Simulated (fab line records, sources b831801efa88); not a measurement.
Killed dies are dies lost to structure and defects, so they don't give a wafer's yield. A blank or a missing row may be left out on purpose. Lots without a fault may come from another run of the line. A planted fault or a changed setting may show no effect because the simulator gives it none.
fab line records | flow sky130
record lots=15 wafers=45 last_day=50
route steps=708 shown FIELD_ISO@5 NWELL@76 SONOS_TUNNEL@158 SONOS_ONO@173
lots that met no fault: from a run of the same line without faults
start_h: hours from the record's first day to the start of the lot's first wafer shown | wait_h: hours since the lot's step before | " the same as in the row above | L1.1+2: a row that stands for several wafers | - no value, or no start given | * or withheld: withheld | < > ~ a bound
route shown NAME@n: a module of which the file shows steps, and the number in the route of the first | usual: mean/standard deviation of fault-free wafers | same: alike in all rows | chamber/n: place in a boat | sites: the reading at each site | _std_site: their standard deviation | _edge_site: outer sites' mean less inner sites' | radius_mm: how far each site lies from the wafer's centre | mask NAME#n: copy n | behind: the tool/chamber that last shaped the wafer | hold: why the lot was held/for how many hours/how that ended | device: the transistor (n, p or np) that didn't switch | end of line: the same wafers' tests at the end of the route | a step without rows: its recipe alone | killed: dies lost to structure and defects at the first sort, not the wafer's yield | map: a wafer's dies, x killed, . not, _ none there
set.NAME: the setting as run; set.NAME@STEP: as run at that earlier step | model.NAME: the simulator's own value behind a step, which no gauge read
steps of the route over a sample of lots; a table a step, a row a wafer
services: from which hour (start_h, from the record's first day; less than 0 if before it) a tool's chamber was out of use, for how many hours, and why
## steps
# step SKY_FIELD_ISO_THK_MEAS_04
# recipe reads=Si3N4_of_FIELD_ISO_CVD_03
# usual FIELD_ISO_CVD_03_THK=165.1/1.4
# columns lot.wafer tool chamber start_h wait_h FIELD_ISO_CVD_03_THK[nm]
L978.2 film_metro-02 - 14.83 0.0 164.7
L978.3 " - " " 165.0
L978.6 " - " " 166.0
L979.1 film_metro-03 - 19.60 0.0 165.4
L979.4 " - " " 165.8
L979.6 " - " " 164.5
L981.1 film_metro-02 - 28.87 0.0 165.6
L981.5 " - " " 164.9
L981.6 " - " " 165.4
L982.1 film_metro-01 - 37.88 0.0 164.4
L982.4 " - " " 163.2
L982.6 " - " " 164.4
L984.2 film_metro-02 - 45.97 0.0 165.1
L984.3 " - " " 164.8
L984.6 " - " " 164.3
L985.1 film_metro-02 - 48.86 0.0 163.3
L985.2 " - " " 162.9
L985.3 " - " " 163.5
L987.1 film_metro-03 - 59.60 0.0 164.1
L987.3 " - " " 165.9
L987.5 " - " " 164.1
L989.3 film_metro-01 - 68.50 0.0 163.0
L989.4 " - " " 164.7
L989.6 " - " " 163.9
L991.3 film_metro-03 - 81.57 0.0 164.3
L991.5 " - " " 164.0
L991.6 " - " " 166.3
L992.1 film_metro-03 - 85.21 0.0 166.1
L992.5 " - " " 166.5
L992.6 " - " " 167.7
L996.4 film_metro-02 - 103.51 0.0 165.6
L996.5 " - " " 166.7
L996.6 " - " " 165.6
L998.3 film_metro-03 - 114.41 0.0 165.5
L998.4 " - " " 166.8
L998.5 " - " " 166.0
L999.3 film_metro-02 - 119.29 0.0 167.0
L999.4 " - " " 165.4
L999.6 " - " " 167.2
L100.2 film_metro-01 - 127.73 0.1 165.2
L100.5 " - " " 165.5
L100.6 " - " " 165.2
L101.2 film_metro-03 - 129.52 0.0 166.3
L101.3 " - " " 167.1
L101.5 " - " " 167.9
# step SKY_NWELL_OVL_MEAS_23
# usual NWELL_01_OVL=-0.4/1.7
# columns lot.wafer tool chamber start_h wait_h NWELL_01_OVL[nm]
L978.2 overlay-02 - 105.87 - -0.4
L978.3 " - " " -0.3
L978.6 " - " " 1.5
L979.1 overlay-01 - 112.13 - -1.1
L979.4 " - " " -0.8
L979.6 " - " " -1.9
L981.1 overlay-02 - 121.16 - -0.3
L981.5 " - " " -0.7
L981.6 " - " " 0.5
L982.1 overlay-01 - 130.88 - -1.8
L982.4 " - " " -2.9
L982.6 " - " " -1.4
L984.2 overlay-01 - 139.92 - -0.1
L984.3 " - " " 1.0
L984.6 " - " " 0.8
L985.1 overlay-01 - 146.56 - -0.7
L985.2 " - " " -4.2
L985.3 " - " " -2.7
L987.1 overlay-01 - 159.06 - -2.2
L987.3 " - " " -2.8
L987.5 " - " " -1.0
L989.3 overlay-02 - 166.15 - 1.1
L989.4 " - " " 2.4
L989.6 " - " " -1.6
L991.3 overlay-02 - 186.85 - -1.4
L991.5 " - " " -2.4
L991.6 " - " " 0.5
L992.1 overlay-01 - 190.71 - -1.4
L992.5 " - " " -3.4
L992.6 " - " " -0.5
L996.4 overlay-01 - 215.88 - -2.2
L996.5 " - " " -3.0
L996.6 " - " " -3.9
L998.3 overlay-02 - 230.37 - -1.8
L998.4 " - " " -0.9
L998.5 " - " " -2.6
L999.3 overlay-02 - 235.27 - 1.5
L999.4 " - " " 3.1
L999.6 " - " " 1.1
L100.2 overlay-01 - 241.16 - -1.3
L100.5 " - " " 0.9
L100.6 " - " " -0.2
L101.2 overlay-02 - 242.89 - 4.9
L101.3 " - " " 3.8
L101.5 " - " " 3.3
# step SKY_SONOS_TUNNEL_EXPOSE_04
# recipe mask_id=TUNM na=0.6 source_shape=conventional sigma_outer=0.6 polarization=unpolarized target_cd_nm=410 dose_mj=136
# usual exposure_dose_mJ_cm2=136.2/0.34 focus_offset_nm=0.0/0.57
# columns lot.wafer tool chamber start_h wait_h mask exposure_dose_mJ_cm2 focus_offset_nm
L978.2 iline_stepper-01 0 239.88 - TUNM#0 136.1 1.5
L978.3 " 0 " " TUNM#0 136.1 0.4
L978.6 " 0 " " TUNM#0 136.1 0.6
L979.1 iline_stepper-01 0 248.46 - TUNM#0 136.3 -0.2
L979.4 " 0 " " TUNM#0 136.1 0.6
L979.6 " 0 " " TUNM#0 136.1 0.1
L981.1 iline_stepper-01 0 260.58 - TUNM#0 136.1 0.6
L981.5 " 0 " " TUNM#0 136.1 0.8
L981.6 " 0 " " TUNM#0 136.1 0.1
L982.1 iline_stepper-02 0 274.58 - TUNM#0 136.9 0.5
L982.4 " 0 " " TUNM#0 136.7 0.2
L982.6 " 0 " " TUNM#0 136.7 -0.9
L984.2 iline_stepper-01 0 285.88 - TUNM#0 136.0 -1.2
L984.3 " 0 " " TUNM#0 135.9 0.4
L984.6 " 0 " " TUNM#0 135.9 -0.2
L985.1 iline_stepper-01 0 293.96 - TUNM#0 136.1 0.0
L985.2 " 0 " " TUNM#0 136.1 0.1
L985.3 " 0 " " TUNM#0 136.0 -0.3
L987.1 iline_stepper-02 0 311.53 - TUNM#0 136.6 0.3
L987.3 " 0 " " TUNM#0 136.8 0.0
L987.5 " 0 " " TUNM#0 136.6 -1.4
L989.3 iline_stepper-02 0 317.56 - TUNM#0 136.7 0.0
L989.4 " 0 " " TUNM#0 136.9 0.3
L989.6 " 0 " " TUNM#0 136.8 -0.4
L991.3 iline_stepper-01 0 346.09 - TUNM#0 136.0 0.4
L991.5 " 0 " " TUNM#0 136.0 0.6
L991.6 " 0 " " TUNM#0 135.8 0.3
L992.1 iline_stepper-01 0 349.63 - TUNM#0 135.8 -0.6
L992.5 " 0 " " TUNM#0 136.0 0.2
L992.6 " 0 " " TUNM#0 135.7 -0.1
L996.4 iline_stepper-02 0 381.36 - TUNM#0 136.8 -0.1
L996.5 " 0 " " TUNM#0 136.8 0.1
L996.6 " 0 " " TUNM#0 136.8 0.1
L998.3 iline_stepper-01 - 403.29 - TUNM#0 - -
L998.4 " - " " TUNM#0 - -
L998.5 " - " " TUNM#0 - -
L999.3 iline_stepper-01 - 409.85 - TUNM#0 - -
L999.4 " - " " TUNM#0 - -
L999.6 " - " " TUNM#0 - -
L100.2 iline_stepper-02 - 415.40 - TUNM#0 - -
L100.5 " - " " TUNM#0 - -
L100.6 " - " " TUNM#0 - -
L101.2 iline_stepper-01 0 418.15 - TUNM#0 136.0 -0.5
L101.3 " 0 " " TUNM#0 136.0 -0.4
L101.5 " 0 " " TUNM#0 135.9 -0.1
# step SKY_SONOS_ONO_THK_MEAS_05
# recipe reads=SiO2_of_SONOS_ONO_CVD_04
# usual SONOS_ONO_CVD_04_THK=5.74/0.12
# columns lot.wafer tool chamber start_h wait_h SONOS_ONO_CVD_04_THK[nm]
L978.2 film_metro-02 - 255.85 0.0 5.86
L978.3 " - " " 5.86
L978.6 " - " " 5.81
L979.1 film_metro-03 - 267.54 0.0 5.92
L979.4 " - " " 5.86
L979.6 " - " " 5.84
L981.1 film_metro-02 - 280.96 0.0 5.68
L981.5 " - " " 5.68
L981.6 " - " " 5.79
L982.1 film_metro-03 - 292.66 0.0 5.77
L982.4 " - " " 5.80
L982.6 " - " " 5.78
L984.2 film_metro-03 - 304.30 0.0 5.60
L984.3 " - " " 5.68
L984.6 " - " " 5.63
L985.1 film_metro-03 - 316.41 0.0 5.69
L985.2 " - " " 5.59
L985.3 " - " " 5.84
L987.1 film_metro-03 - 337.44 0.0 5.62
L987.3 " - " " 5.73
L987.5 " - " " 5.66
L989.3 film_metro-01 - 338.71 0.0 5.67
L989.4 " - " " 5.80
L989.6 " - " " 5.70
L991.3 film_metro-02 - 364.89 0.0 5.60
L991.5 " - " " 5.52
L991.6 " - " " 5.54
L992.1 film_metro-02 - 370.49 0.0 5.67
L992.5 " - " " 5.83
L992.6 " - " " 5.74
L996.4 film_metro-02 - 400.87 0.0 5.66
L996.5 " - " " 5.69
L996.6 " - " " 5.68
L101.2 film_metro-03 - 438.93 0.0 5.78
L101.3 " - " " 5.88
L101.5 " - " " 5.84
## services
# columns tool chamber start_h hours kind
iline_stepper-02 - 237.98 10.5 repair
iline_stepper-02 - 248.51 1.7 pm
iline_stepper-02 0 249.30 - calibration
iline_stepper-01 - 257.92 1.7 pm
iline_stepper-01 0 266.75 - calibration
iline_stepper-01 - 312.72 6.3 repair
iline_stepper-02 - 407.05 3.2 repair
## key
first_sign step=SKY_SONOS_TUNNEL_EXPOSE_04 reading=tool_record direction=missing
effect none on later readings
met_at SKY_SONOS_TUNNEL_EXPOSE_04
struck_lots L998,L999,L100
later_rows_left_out L998.3,L998.4,L998.5,L999.3,L999.4,L999.6,L100.2,L100.5,L100.6
sort_left_out L998.3,L998.4,L998.5,L999.3,L999.4,L999.6,L100.2,L100.5,L100.6
tester_left_out L998,L999,L100
not_acting_at SKY_FIELD_ISO_THK_MEAS_04,SKY_NWELL_OVL_MEAS_23,SKY_SONOS_ONO_THK_MEAS_05
onset_between 381.36 403.29
fault kind=skipped_step_whole tool=iline_stepper-01,iline_stepper-02 chamber=- onset_h=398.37 steps=SKY_SONOS_TUNNEL_EXPOSE_04 scope=struck_lots_only
# tester_left_out: of these lots the tester's yield and bins aren't shown, on N5 and GAA mostly nor the transistor test; their killed dies are dies lost to structure and defects alone, not to doping, threshold or leakage, so they don't give the yield
# sort_left_out: the simulated sort isn't trusted on such a fault, so these wafers' sort isn't shown, and their yield isn't known
# later_rows_left_out: the simulator's readings of these wafers behind a module that went badly wrong aren't trusted and aren't shown, but for the sort
